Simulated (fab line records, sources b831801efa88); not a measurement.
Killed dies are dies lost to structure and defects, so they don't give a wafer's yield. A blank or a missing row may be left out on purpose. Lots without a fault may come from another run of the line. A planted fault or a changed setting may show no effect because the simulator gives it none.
fab line records | flow sky130
record lots=6 wafers=18 last_day=49
route steps=708 shown POLY_CUT@312 SD_P@320 PAD_OPEN@708
lots that met no fault: from a run of the same line without faults
start_h: hours from the record's first day to the start of the lot's first wafer shown | wait_h: hours since the lot's step before | " the same as in the row above | L1.1+2: a row that stands for several wafers | - no value, or no start given | * or withheld: withheld | < > ~ a bound
route shown NAME@n: a module of which the file shows steps, and the number in the route of the first | usual: mean/standard deviation of fault-free wafers | same: alike in all rows | chamber/n: place in a boat | sites: the reading at each site | _std_site: their standard deviation | _edge_site: outer sites' mean less inner sites' | radius_mm: how far each site lies from the wafer's centre | mask NAME#n: copy n | behind: the tool/chamber that last shaped the wafer | hold: why the lot was held/for how many hours/how that ended | device: the transistor (n, p or np) that didn't switch | end of line: the same wafers' tests at the end of the route | a step without rows: its recipe alone | killed: dies lost to structure and defects at the first sort, not the wafer's yield | map: a wafer's dies, x killed, . not, _ none there
set.NAME: the setting as run; set.NAME@STEP: as run at that earlier step | model.NAME: the simulator's own value behind a step, which no gauge read
lots at some steps of the route; a table a step, a row a wafer
services: from which hour (start_h, from the record's first day; less than 0 if before it) a tool's chamber was out of use, for how many hours, and why
## steps
# step SKY_POLY_CUT_EXPOSE_05
# recipe mask_id=NPCM na=0.8 source_shape=annular sigma_inner=0.55 sigma_outer=0.85 target_cd_nm=270 dose_mj=32
# step SKY_POLY_CUT_PEB_06
# recipe peb_temp_c=withheld peb_time_s=withheld resist=KrF-thick
# step SKY_POLY_CUT_DEVELOP_07
# recipe develop_time_s=60 resist=KrF-thick dev_temp_c=21
# step SKY_POLY_CUT_CD_MEAS_08
# recipe target_cd_nm=270
# usual cd_nm=270.3/1.4
# columns lot.wafer tool chamber start_h wait_h cd_nm
L744.1 cd_sem-02 - 568.49 - 268.2
L744.3 " - " " 266.9
L744.4 " - " " 268.0
L746.1 cd_sem-01 - 592.09 - 270.5
L746.4 " - " " 270.8
L746.5 " - " " 271.7
L752.2 cd_sem-01 - 647.66 - 270.7
L752.5 " - " " 269.7
L752.6 " - " " 269.2
L754.1 cd_sem-01 - 655.84 - 269.6
L754.4 " - " " 270.9
L754.5 " - " " 271.5
L756.1 cd_sem-02 - 674.19 - 272.0
L756.3 " - " " 273.1
L756.4 " - " " 272.5
L761.2 cd_sem-01 - 711.36 - 270.5
L761.3 " - " " 271.5
L761.4 " - " " 271.6
# step SKY_POLY_CUT_OVL_MEAS_09
# usual POLY_CUT_OVL=-4/6.2
# columns lot.wafer tool chamber start_h wait_h POLY_CUT_OVL[nm]
L744.1 overlay-01 - 568.61 0.1 -8
L744.3 " - " " -14
L744.4 " - " " -7
L746.1 overlay-02 - 592.21 0.1 -7
L746.4 " - " " -9
L746.5 " - " " -10
L752.2 overlay-02 - 647.77 0.1 -3
L752.5 " - " " 1
L752.6 " - " " -3
L754.1 overlay-01 - 655.96 0.1 -5
L754.4 " - " " 2
L754.5 " - " " -1
L756.1 overlay-01 - 674.31 0.1 -11
L756.3 " - " " -7
L756.4 " - " " -6
L761.2 overlay-01 - 711.47 0.1 1
L761.3 " - " " 4
L761.4 " - " " 3
# step SKY_POLY_CUT_ETCH_10
# recipe chemistry=N2/H2 target=BARC ion_energy_ev=200 source_w=500 bias_w=100 pressure_mtorr=30 n2_flow_sccm=100 h2_flow_sccm=200 stop_on=SiO2 time_s=45.9 target_depth_a=600
# usual drypump_motor_current_A=5.7/0.57 h2_flow_sccm=200.0/0.67 n2_flow_sccm=100.0/0.33 oes_product_au=0.855/0.0052 throttle_valve_pct=13.225/0.0087
# columns lot.wafer tool chamber start_h wait_h drypump_motor_current_A h2_flow_sccm n2_flow_sccm oes_product_au rf_hours_counter_h throttle_valve_pct
L744.1 rie_diel-03 1 568.65 0.0 5.4 199.7 99.7 0.849 7 13.228
L744.3 " 2 " " 6.6 200.3 100.7 0.850 7 13.231
L744.4 " 0 " " 5.0 199.5 100.2 0.852 16 13.237
L746.1 rie_diel-01 0 592.25 0.0 5.6 201.0 99.9 0.846 16 13.228
L746.4 " 3 " " 5.5 200.0 99.6 0.855 68 13.223
L746.5 " 2 " " 5.8 200.8 100.5 0.853 - 13.230
L752.2 rie_diel-03 0 647.80 0.0 5.0 199.4 99.8 0.857 18 13.226
L752.5 " 1 " " 5.4 199.9 99.7 0.862 - 13.217
L752.6 " 2 " " 6.5 200.1 100.4 0.861 - 13.223
L754.1 rie_diel-03 0 656.00 0.0 5.0 200.2 100.0 0.851 18 13.209
L754.4 " 1 " " 5.4 201.6 99.9 0.858 9 13.226
L754.5 " 3 " " 6.3 199.6 100.0 0.859 - 13.221
L756.1 rie_diel-03 0 674.35 0.0 5.1 199.8 99.7 0.861 18 13.223
L756.3 " 1 " " 5.4 199.3 99.9 0.860 10 13.205
L756.4 " 3 " " 6.3 200.7 99.6 0.864 3 13.206
L761.2 rie_diel-03 3 711.50 0.0 6.3 199.2 99.9 0.858 4 13.236
L761.3 " 1 " " 5.4 200.2 100.4 0.856 11 13.241
L761.4 " 2 " " 6.5 200.0 100.4 0.852 10 13.222
# step SKY_POLY_CUT_ETCH_11
# recipe target=Si3N4 chemistry=CF4/CH2F2/Ar stop_on=poly-Si source_w=600 bias_w=150 pressure_mtorr=40 cf4_flow_sccm=40 ch2f2_flow_sccm=20 Ar_flow_sccm=150 time_s=42.5 target_depth_a=600
# usual drypump_motor_current_A=5.7/0.56 oes_product_au=0.831/0.0073 throttle_valve_pct=14.994/0.0083
# columns lot.wafer tool chamber start_h wait_h drypump_motor_current_A oes_product_au rf_hours_counter_h throttle_valve_pct
L744.1 rie_diel-03 1 568.69 0.0 5.4 0.830 7 14.980
L744.3 " 2 " " 6.5 0.841 7 14.997
L744.4 " 0 " " 5.1 0.843 16 14.994
L746.1 rie_diel-01 0 592.29 0.0 5.6 0.828 16 14.999
L746.4 " 3 " " 5.5 0.819 68 14.994
L746.5 " 2 " " 5.8 0.832 - 14.984
L752.2 rie_diel-03 0 647.84 0.0 5.0 0.825 18 14.993
L752.5 " 1 " " 5.4 0.821 - 14.994
L752.6 " 2 " " 6.5 0.825 - 14.998
L754.1 rie_diel-03 0 656.04 0.0 5.0 0.838 18 15.006
L754.4 " 1 " " 5.5 0.830 9 14.986
L754.5 " 3 " " 6.3 0.832 - 14.998
L756.1 rie_diel-03 0 674.39 0.0 5.0 0.830 18 15.007
L756.3 " 1 " " 5.4 0.830 10 14.993
L756.4 " 3 " " 6.3 0.833 3 14.986
L761.2 rie_diel-03 3 711.54 0.0 6.2 0.822 4 14.976
L761.3 " 1 " " 5.4 0.812 11 14.997
L761.4 " 2 " " 6.5 0.835 10 14.982
# step SKY_POLY_CUT_STRIP_12
# recipe chemistry=O2/N2 power_w=1400 pressure_mtorr=1500 platen_temp_c=withheld o2_flow_sccm=3000 n2_flow_sccm=300 overash_fraction=0.5
# usual drypump_motor_current_A=5.7/0.43 n2_flow_sccm=300.0/0.86 oes_product_au=0.451/0.0047 strip_time_to_endpoint_s=5.351/0.019
# columns lot.wafer tool chamber start_h wait_h drypump_motor_current_A n2_flow_sccm oes_product_au rf_hours_counter_h strip_time_to_endpoint_s
L744.1 plasma_asher-01 0 568.73 0.0 5.9 301.2 0.455 46 5.370
L744.3 " 0 " " 6.0 300.4 0.444 - 5.342
L744.4 " 1 " " 5.4 300.2 0.446 - 5.357
L746.1 plasma_asher-01 0 592.33 0.0 5.9 299.3 0.450 48 5.370
L746.4 " 0 " " 5.9 298.8 0.454 - 5.369
L746.5 " 0 " " 5.9 298.8 0.458 - 5.361
L752.2 plasma_asher-01 1 647.88 0.0 5.4 298.7 0.444 54 5.333
L752.5 " 1 " " 5.4 299.7 0.451 - 5.339
L752.6 " 0 " " 6.0 300.6 0.451 - 5.349
L754.1 plasma_asher-01 1 656.08 0.0 5.4 301.7 0.453 55 5.374
L754.4 " 0 " " 6.0 300.5 0.453 - 5.352
L754.5 " 0 " " 5.9 300.6 0.443 - 5.377
L756.1 plasma_asher-01 0 674.43 0.0 6.0 302.2 0.451 57 5.352
L756.3 " 1 " " 5.3 301.6 0.452 - 5.371
L756.4 " 0 " " 6.0 300.1 0.456 - 5.364
L761.2 plasma_asher-03 1 711.58 0.0 6.0 300.5 0.456 92 5.391
L761.3 " 1 " " 6.0 299.2 0.449 - 5.373
L761.4 " 0 " " 6.1 300.1 0.452 - 5.399
# step SKY_SD_P_DEHYDRATE_00
# recipe temp_c=200 time_s=60
# step SKY_SD_P_HMDS_01
# recipe prime_time_s=60 prime_temp_c=120
# step SKY_SD_P_COAT_02
# recipe resist=NOVOLAK spin_rpm=3000 resist_thk_nm=1140
# step SKY_SD_P_SOFTBAKE_03
# recipe temp_c=90 time_s=60 resist=NOVOLAK
# step SKY_SD_P_EXPOSE_04
# recipe mask_id=PSDM na=0.6 source_shape=conventional sigma_outer=0.6 polarization=unpolarized target_cd_nm=380 dose_mj=138
# same na=0.6
# columns lot.wafer tool chamber start_h wait_h mask model.SD_P.overlay_x_nm
L744.1+3+4 iline_stepper-02 0 584.53 - PSDM#0 -0.05453
L746.1+4+5 iline_stepper-01 0 606.78 - PSDM#0 0.7248
L752.2+5+6 iline_stepper-01 0 661.64 - PSDM#0 102
L754.1+4+5 iline_stepper-01 0 670.07 - PSDM#0 102.4
L756.1+3+4 iline_stepper-02 0 688.37 - PSDM#0 -0.6339
L761.2+3+4 iline_stepper-02 0 725.51 - PSDM#0 -0.7036
# step SKY_SD_P_PEB_05
# recipe temp_c=withheld time_s=* resist=NOVOLAK
# step SKY_SD_P_DEVELOP_06
# recipe resist=NOVOLAK developer=TMAH develop_time_s=60 dev_temp_c=23
# step SKY_SD_P_CD_MEAS_07
# recipe target_cd_nm=380
# usual cd_nm=379.3/2.4
# columns lot.wafer tool chamber start_h wait_h cd_nm
L744.1 cd_sem-02 - 597.88 0.1 376.8
L744.3 " - " " 377.0
L744.4 " - " " 376.0
L746.1 cd_sem-02 - 620.99 0.1 377.3
L746.4 " - " " 378.1
L746.5 " - " " 379.8
L752.2 cd_sem-02 - 675.81 0.1 379.6
L752.5 " - " " 379.0
L752.6 " - " " 379.6
L754.1 cd_sem-01 - 683.08 0.1 380.1
L754.4 " - " " 374.3
L754.5 " - " " 378.2
L756.1 cd_sem-02 - 702.33 0.1 375.1
L756.3 " - " " 375.3
L756.4 " - " " 374.6
L761.2 cd_sem-01 - 739.46 0.1 378.5
L761.3 " - " " 377.7
L761.4 " - " " 378.1
# step SKY_SD_P_OVL_MEAS_08
# usual SD_P_OVL=-1.7/1.6
# columns lot.wafer tool chamber start_h wait_h SD_P_OVL[nm]
L744.1 overlay-02 - 598.00 0.1 -2.6
L744.3 " - " " -1.4
L744.4 " - " " 0.4
L746.1 overlay-02 - 621.11 0.1 -1.7
L746.4 " - " " -2.0
L746.5 " - " " -2.2
L752.2 overlay-01 - 675.92 0.1 99.8
L752.5 " - " " 100.0
L752.6 " - " " 99.6
L754.1 overlay-02 - 683.20 0.1 100.0
L754.4 " - " " 101.5
L754.5 " - " " 100.5
L756.1 overlay-01 - 702.45 0.1 -3.2
L756.3 " - " " -4.3
L756.4 " - " " -3.3
L761.2 overlay-02 - 739.57 0.1 -3.5
L761.3 " - " " -2.8
L761.4 " - " " -3.7
# step SKY_SD_P_IMPLANT_09
# recipe species=BF2 energy_kev=20 dose_cm2=3e+15 tilt_deg=0
# step SKY_PAD_OPEN_PROBE_99
# usual killed_at_M0_to_M3=42/6.7 killed_at_M4_up=3.3/2.1 killed_at_contacts=24/5.1 killed_at_front_end=15/4.6 killed_at_other=0.3/0.58 killed_dies=85/9.9 killed_open=46/6.9 killed_short=38/7
# same gross_dies=492 killed_at_back_side=0
# columns lot.wafer tool chamber start_h wait_h killed_at_M0_to_M3 killed_at_M4_up killed_at_contacts killed_at_front_end killed_at_other killed_dies killed_open killed_short
L744.1 prober-02 - 1086.12 0.1 37 3 17 9 0 66 38 28
L744.3 prober-02 - 1086.22 0.2 42 1 20 11 2 76 39 37
L744.4 prober-02 - 1086.27 0.2 46 5 22 20 1 94 55 39
L752.2 prober-02 - 1140.65 0.1 52 4 24 11 1 92 43 49
L752.5 prober-02 - 1140.80 0.2 45 0 30 17 0 92 44 48
L752.6 prober-02 - 1140.85 0.2 54 0 31 13 0 98 59 39
L761.2 prober-01 - 1181.92 0.1 35 2 24 23 0 84 43 41
L761.3 prober-01 - 1181.97 0.2 36 0 23 21 0 80 36 44
L761.4 prober-01 - 1182.02 0.2 44 9 25 13 1 92 50 41
# killed by level:class
L744.1 VIA1:geometric_particle:open=9 LI_CONTACT:geometric_particle:open=5 CONTACT:geometric_particle:open=5 VIA3:geometric_particle:open=5 METAL2:geometric_particle:short=4 VIA2:geometric_particle:open=4 VIA3:geometric_particle:short=4 POLY_GATE:geometric_particle:open=3
L744.3 VIA1:geometric_particle:open=10 METAL1:geometric_particle:short=9 CONTACT:geometric_particle:open=8 VIA3:geometric_particle:open=5 VIA2:geometric_particle:open=5 LOCAL_INTERCONNECT:geometric_particle:short=4 METAL3:geometric_particle:short=4 FIELD_ISO:geometric_particle:open=3
L744.4 VIA1:geometric_particle:open=15 VIA3:geometric_particle:open=10 CONTACT:geometric_particle:open=7 POLY_GATE:geometric_particle:short=6 CONTACT:geometric_particle:short=5 VIA2:geometric_particle:open=5 FIELD_ISO:geometric_particle:short=4 LOCAL_INTERCONNECT:geometric_particle:short=4
L752.2 VIA3:geometric_particle:open=9 VIA2:geometric_particle:open=8 METAL2:geometric_particle:short=8 CONTACT:geometric_particle:open=7 METAL1:geometric_particle:short=7 LI_CONTACT:geometric_particle:open=6 VIA1:geometric_particle:open=6 VIA2:geometric_particle:short=5
L752.5 VIA1:geometric_particle:open=10 CONTACT:geometric_particle:open=9 LI_CONTACT:geometric_particle:short=7 CONTACT:geometric_particle:short=7 VIA2:geometric_particle:open=7 VIA1:geometric_particle:short=6 FIELD_ISO:geometric_particle:open=5 LI_CONTACT:geometric_particle:open=5
L752.6 VIA1:geometric_particle:open=13 CONTACT:geometric_particle:open=12 METAL2:geometric_particle:short=9 VIA2:geometric_particle:open=8 METAL1:geometric_particle:short=7 VIA3:geometric_particle:open=7 LI_CONTACT:geometric_particle:open=6 CONTACT:geometric_particle:short=6
L761.2 VIA1:geometric_particle:open=9 VIA2:geometric_particle:open=9 POLY_GATE:geometric_particle:short=8 LI_CONTACT:geometric_particle:open=7 CONTACT:geometric_particle:short=7 POLY_GATE:geometric_particle:open=5 METAL1:geometric_particle:short=5 CONTACT:geometric_particle:open=4
L761.3 POLY_GATE:geometric_particle:open=9 CONTACT:geometric_particle:short=8 VIA2:geometric_particle:open=8 CONTACT:geometric_particle:open=7 METAL2:geometric_particle:short=7 POLY_GATE:geometric_particle:short=5 VIA2:geometric_particle:short=5 VIA3:geometric_particle:open=4
L761.4 CONTACT:geometric_particle:open=10 VIA1:geometric_particle:open=9 METAL4:geometric_particle:short=8 LI_CONTACT:geometric_particle:open=7 METAL1:geometric_particle:short=7 VIA2:geometric_particle:open=5 CONTACT:geometric_particle:short=4 VIA2:geometric_particle:short=4
## services
# columns tool chamber start_h hours kind
rie_diel-01 1 568.29 - clean
rie_diel-01 1 568.29 21.9 scheduled_down
rie_diel-01 1 568.29 21.9 vent_cycle
rie_diel-01 3 580.14 2.4 repair
plasma_asher-03 - 592.03 2.8 pm
plasma_asher-03 - 595.31 6.1 repair
rie_diel-01 - 598.41 1.7 repair
rie_diel-03 2 609.50 8.3 repair
iline_stepper-01 - 619.07 1.7 pm
rie_diel-01 3 627.57 - clean
rie_diel-01 3 627.57 18.1 scheduled_down
rie_diel-01 3 627.57 18.1 vent_cycle
iline_stepper-01 - 676.15 2.1 pm
iline_stepper-01 - 678.23 - consumable_replace:lamp
rie_diel-01 1 698.49 4.3 repair
plasma_asher-03 - 699.71 3.8 repair
iline_stepper-02 0 718.50 - calibration
## key
first_sign step=SKY_SD_P_OVL_MEAS_08 reading=SD_P_OVL direction=up sigmas=63 usual=-1.7 struck=100.2
effect none on later readings
model_effect step=SKY_SD_P_EXPOSE_04 value=SD_P.overlay_x_nm without=-0.491 struck=102.2
met_at SKY_SD_P_EXPOSE_04
struck_wafers L752.2,L752.5,L752.6,L754.1,L754.4,L754.5
tester_left_out L752,L754
onset_between 606.78 661.64
fault kind=scanner_matching_overlay tool=iline_stepper-01 chamber=- onset_h=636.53 steps=SKY_SD_P_EXPOSE_04 offset=102.66
# tester_left_out: of these lots the tester's yield and bins aren't shown, on N5 and GAA mostly nor the transistor test; their killed dies are dies lost to structure and defects alone, not to doping, threshold or leakage, so they don't give the yield
